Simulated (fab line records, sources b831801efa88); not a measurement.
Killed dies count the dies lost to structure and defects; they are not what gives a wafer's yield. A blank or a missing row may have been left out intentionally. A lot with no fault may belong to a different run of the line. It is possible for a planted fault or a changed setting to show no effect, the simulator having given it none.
The tool behind it: which one? -- flow sky130 -- 24 lots with 72 wafers sampled at 6 steps, on a route of 708 steps

== WHAT THE GAUGES SHOWED, per wafer ==
SKY_SD_P_CD_MEAS_07: target cd 380 nm.
lot,measured,on,cd-nm (nm)
L074,day 25 07:07,cd-sem-01,380.9 381.4 381.2
L075,day 25 16:53,cd-sem-01,380.8 381.0 379.3
L076,day 26 01:52,cd-sem-01,384.2 384.3 383.8
L077,day 26 17:07,cd-sem-02,378.0 377.3 377.8
L078,day 27 04:56,cd-sem-01,380.0 379.8 379.5
L079,day 27 09:29,cd-sem-01,376.4 376.4 378.9
L080,day 27 18:28,cd-sem-02,377.3 378.7 377.9
L081,day 28 03:47,cd-sem-02,385.3 384.5 384.0
L082,day 28 12:04,cd-sem-02,379.5 379.5 380.4
L084,day 29 02:08,cd-sem-01,379.8 379.1 378.8
L083,day 29 01:31,cd-sem-02,384.5 385.4 383.4
L085,day 29 10:01,cd-sem-02,379.3 377.2 377.8
L086,day 30 06:56,cd-sem-02,380.9 379.7 377.1
L087,day 30 11:04,cd-sem-02,379.8 379.0 377.5
L089,day 30 21:25,cd-sem-02,383.0 379.1 378.6
L088,day 30 22:43,cd-sem-02,384.3 384.3 381.7
L090,day 31 01:52,cd-sem-01,381.5 379.6 381.2
L091,day 31 07:25,cd-sem-01,384.1 383.2 382.6
L092,day 31 21:53,cd-sem-02,377.3 376.4 376.1
L093,day 31 23:10,cd-sem-02,381.2 380.4 380.3
L094,day 32 13:54,cd-sem-02,381.1 381.2 381.2
L095,day 32 16:19,cd-sem-02,376.8 379.9 378.4
L096,day 32 23:55,cd-sem-02,381.7 380.1 380.9
L097,day 33 02:07,cd-sem-01,379.4 378.4 382.7

SKY_METAL1_OVL_MEAS_16.
lot,measured,on,METAL1_OVL (nm)
L074,day 32 17:38,overlay-02,-9 -6 1
L075,day 33 01:20,overlay-02,10 11 10
L076,day 33 10:52,overlay-02,-4 -9 -6
L077,day 33 23:09,overlay-01,6 11 7
L078,day 34 13:26,overlay-02,-3 -5 2
L079,day 34 14:39,overlay-02,-4 9 7
L080,day 34 22:38,overlay-01,-9 -8 -5
L081,day 35 06:08,overlay-01,2 -1 3
L082,day 35 13:44,overlay-02,9 16 5
L084,day 36 04:36,overlay-01,1 -7 0
L083,day 36 04:05,overlay-02,-1 -7 -10
L085,day 36 13:19,overlay-01,12 7 13
L086,day 37 05:21,overlay-01,14 16 7
L087,day 37 10:39,overlay-02,2 5 7
L089,day 37 18:37,overlay-02,-3 2 -2
L088,day 37 22:40,overlay-01,-8 -5 1
L090,day 37 23:33,overlay-01,13 9 13
L091,day 38 04:05,overlay-02,-1 2 11
L092,day 38 19:22,overlay-01,5 -1 -2
L093,day 38 21:28,overlay-01,-7 -3 -6
L094,day 39 10:16,overlay-01,-13 -10 -6
L095,day 39 13:22,overlay-01,1 -2 0
L096,day 39 18:48,overlay-02,4 -2 3
L097,day 39 21:16,overlay-01,12 8 5

SKY_VIA1_RS_MEAS_22: measures by four-point-probe.
lot,measured,on,VIA1_W_RS (ohm/sq)
L074,day 33 22:55,film-metro-03,0.421 0.422 0.436
L075,day 34 06:24,film-metro-01,0.425 0.434 0.422
L076,day 34 15:01,film-metro-04,0.425 0.440 0.442
L077,day 35 04:05,film-metro-04,0.427 0.434 0.428
L078,day 35 18:45,film-metro-03,0.435 0.440 0.427
L079,day 35 19:49,film-metro-03,0.427 0.431 0.421
L080,day 36 03:42,film-metro-04,0.424 0.427 0.430
L081,day 36 10:48,film-metro-01,0.421 0.431 0.420
L082,day 36 18:59,film-metro-01,0.432 0.428 0.436
L084,day 37 08:49,film-metro-01,0.419 0.431 0.424
L083,day 37 08:29,film-metro-04,0.422 0.434 0.422
L085,day 37 17:29,film-metro-03,0.431 0.426 0.427
L086,day 38 09:16,film-metro-04,0.422 0.427 0.421
L087,day 38 14:32,film-metro-03,0.424 0.420 0.414
L089,day 38 22:07,film-metro-04,0.438 0.426 0.423
L088,day 39 03:06,film-metro-03,0.429 0.432 0.438
L090,day 39 03:23,film-metro-04,0.427 0.441 0.436
L091,day 39 07:32,film-metro-04,0.427 0.425 0.426
L092,day 39 22:36,film-metro-01,0.422 0.422 0.424
L093,day 40 02:08,film-metro-04,0.428 0.429 0.430
L094,day 40 13:04,film-metro-01,0.432 0.427 0.442
L095,day 40 16:54,film-metro-03,0.428 0.421 0.419
L096,day 40 22:05,film-metro-03,0.430 0.433 0.432
L097,day 41 00:01,film-metro-01,0.433 0.429 0.426

SKY_VIA3_OVL_MEAS_13.
lot,measured,on,VIA3_OVL (nm)
L074,day 39 15:16,overlay-02,10 6 12
L075,day 39 22:40,overlay-01,2 7 4
L076,day 40 07:24,overlay-02,8 -1 -3
L077,day 40 17:39,overlay-01,1 0 -2
L078,day 41 06:29,overlay-02,-5 -6 -2
L079,day 41 08:38,overlay-02,0 -10 -11
L080,day 41 15:58,overlay-02,4 4 6
L081,day 41 23:06,overlay-02,0 -5 -1
L082,day 42 05:59,overlay-01,-4 -8 -8
L084,day 42 19:36,overlay-01,1 3 9
L083,day 42 19:45,overlay-02,0 6 8
L085,day 43 02:25,overlay-02,2 3 7
L086,day 43 15:11,overlay-02,9 9 2
L087,day 43 22:00,overlay-01,-6 -4 -5
L089,day 44 04:35,overlay-01,-4 1 -4
L088,day 44 08:54,overlay-01,2 0 -1
L090,day 44 09:28,overlay-01,6 -3 2
L091,day 44 12:43,overlay-02,9 1 -4
L092,day 45 01:09,overlay-02,-6 -5 -5
L093,day 45 05:51,overlay-02,1 0 -1
L094,day 45 14:25,overlay-01,-2 -8 -5
L095,day 45 19:32,overlay-01,4 -7 -2
L096,day 45 23:53,overlay-01,0 1 1
L097,day 45 23:55,overlay-02,7 0 1

== WHAT TOOL EACH LOT RAN ON (gives the tool, then ch and the chambers of the sampled wafers, and finally the start) ==
lot,SKY_GATE_OXIDE_STRIP_13,SKY_METAL2_SPUTTER_04
L074,"plasma-asher-04 ch 0,1, day 13 17:01","pvd-sputter-04, day 33 23:28"
L075,"plasma-asher-01 ch 1, day 13 23:34","pvd-sputter-04, day 34 06:58"
L076,"plasma-asher-03 ch 1, day 14 11:37","pvd-sputter-02, day 34 15:35"
L077,"plasma-asher-01 ch 0,1, day 15 01:06","pvd-sputter-02, day 35 04:38"
L078,"plasma-asher-03 ch 0,1, day 15 11:11","pvd-sputter-03, day 35 19:17"
L079,"plasma-asher-01 ch 0,1, day 15 14:15","pvd-sputter-02, day 35 20:22"
L080,"plasma-asher-04 ch 0,1, day 16 00:11","pvd-sputter-03, day 36 04:14"
L081,"plasma-asher-04 ch 0,1, day 16 10:05","pvd-sputter-04, day 36 11:21"
L082,"plasma-asher-01 ch 0,1, day 16 16:33","pvd-sputter-02, day 36 19:34"
L084,"plasma-asher-01 ch 0,1, day 17 06:30","pvd-sputter-02, day 37 09:22"
L083,"plasma-asher-04 ch 0,1, day 17 06:46","pvd-sputter-04, day 37 09:03"
L085,"plasma-asher-03 ch 0,1, day 17 16:19","pvd-sputter-04, day 37 18:02"
L086,"plasma-asher-03 ch 0,1, day 18 16:26","pvd-sputter-02, day 38 09:46"
L087,"plasma-asher-01 ch 1, day 18 20:41","pvd-sputter-04, day 38 15:05"
L089,"plasma-asher-03 ch 0,1, day 19 06:58","pvd-sputter-04, day 38 22:41"
L088,"plasma-asher-03 ch 0,1, day 19 08:49","pvd-sputter-04, day 39 03:39"
L090,"plasma-asher-03 ch 0,1, day 19 15:52","pvd-sputter-03, day 39 03:58"
L091,"plasma-asher-01 ch 0,1, day 19 20:18","pvd-sputter-04, day 39 08:06"
L092,"plasma-asher-04 ch 1, day 20 11:12","pvd-sputter-02, day 39 23:09"
L093,"plasma-asher-01 ch 0,1, day 20 14:00","pvd-sputter-04, day 40 02:41"
L094,"plasma-asher-01 ch 0,1, day 21 03:30","pvd-sputter-02, day 40 13:35"
L095,"plasma-asher-04 ch 0,1, day 21 06:27","pvd-sputter-03, day 40 17:43"
L096,"plasma-asher-01 ch 0,1, day 21 17:38","pvd-sputter-02, day 40 22:57"
L097,"plasma-asher-04 ch 0,1, day 21 21:22","pvd-sputter-04, day 41 00:35"
- SKY_GATE_OXIDE_STRIP_13: strips in O2/N2.
- SKY_METAL2_SPUTTER_04: material TiN, target thk 70 nm, time 58.3 s.

== AS READ BY THE TOOLS THEMSELVES (means over the sampled wafers that have a number; for cases with no such wafer, the mark the record gives instead) ==
SKY_GATE_OXIDE_STRIP_13.
lot,tool,drypump-motor-current-A (A),n2-flow-sccm (sccm),oes-product-au (a.u.),strip-time-to-endpoint-s (s)
L074,plasma-asher-04,5.77,300.2,0.715,14.19
L075,plasma-asher-01,5.59,301.4,0.713,14.21
L076,plasma-asher-03,5.14,299.7,0.714,14.17
L077,plasma-asher-01,5.76,298.6,0.713,14.20
L078,plasma-asher-03,5.35,299.9,0.714,14.17
L079,plasma-asher-01,5.76,299.8,0.717,14.12
L080,plasma-asher-04,5.79,299.6,0.715,14.27
L081,plasma-asher-04,5.79,300.9,0.719,14.20
L082,plasma-asher-01,5.93,299.9,0.717,14.18
L084,plasma-asher-01,5.91,299.9,0.720,14.13
L083,plasma-asher-04,5.77,300.7,0.716,14.16
L085,plasma-asher-03,5.24,300.9,0.713,14.16
L086,plasma-asher-03,5.24,300.7,0.713,14.16
L087,plasma-asher-01,5.61,300.2,0.707,14.14
L089,plasma-asher-03,5.34,300.5,0.717,14.21
L088,plasma-asher-03,5.25,300.8,0.716,14.22
L090,plasma-asher-03,5.33,299.4,0.715,14.20
L091,plasma-asher-01,5.93,300.7,0.718,14.25
L092,plasma-asher-04,5.79,301.0,0.715,14.22
L093,plasma-asher-01,5.76,300.4,0.718,14.11
L094,plasma-asher-01,5.93,299.3,0.713,14.17
L095,plasma-asher-04,5.79,299.7,0.722,14.17
L096,plasma-asher-01,5.77,300.3,0.711,14.22
L097,plasma-asher-04,5.80,300.3,0.712,14.21

SKY_METAL2_SPUTTER_04.
lot,tool,throttle-valve-pct (%)
L074,pvd-sputter-04,29.6
L075,pvd-sputter-04,29.2
L076,pvd-sputter-02,28.1
L077,pvd-sputter-02,29.3
L078,pvd-sputter-03,30.3
L079,pvd-sputter-02,29.2
L080,pvd-sputter-03,29.5
L081,pvd-sputter-04,29.4
L082,pvd-sputter-02,28.9
L084,pvd-sputter-02,29.3
L083,pvd-sputter-04,29.4
L085,pvd-sputter-04,30.1
L086,pvd-sputter-02,28.4
L087,pvd-sputter-04,29.6
L089,pvd-sputter-04,30.3
L088,pvd-sputter-04,29.1
L090,pvd-sputter-03,30.1
L091,pvd-sputter-04,29.6
L092,pvd-sputter-02,28.5
L093,pvd-sputter-04,29.5
L094,pvd-sputter-02,28.9
L095,pvd-sputter-03,30.3
L096,pvd-sputter-02,29.1
L097,pvd-sputter-04,29.9

== THE ANSWER, worked out from the rows above alone ==
Rule: the lots themselves supply what counts as usual. Put in order of their means at a reading, lots are off if they are a third of the lots or fewer, leave a main group of 4 or more, and stand apart from it by a gap of 3 or more times the standard deviation of the main group's means; of several such gaps the widest counts. If all means in a main group match to the digits the tables above print for the reading, that group is not used. Also off: a lot with no number at a reading for which 4 or more lots have one. Where the step has rows for the other lots, those lots are counted as sound. First the gauges in route order, then the tools' own readings, where a lot's mean is used as printed above. At the first step where some lot is off, the reading lying furthest off is the one used; lots without a number count as furthest.
No lot is off at any reading shown: from this, nothing can be told.

== WHAT THE SIMULATOR HAD PUT IN ==
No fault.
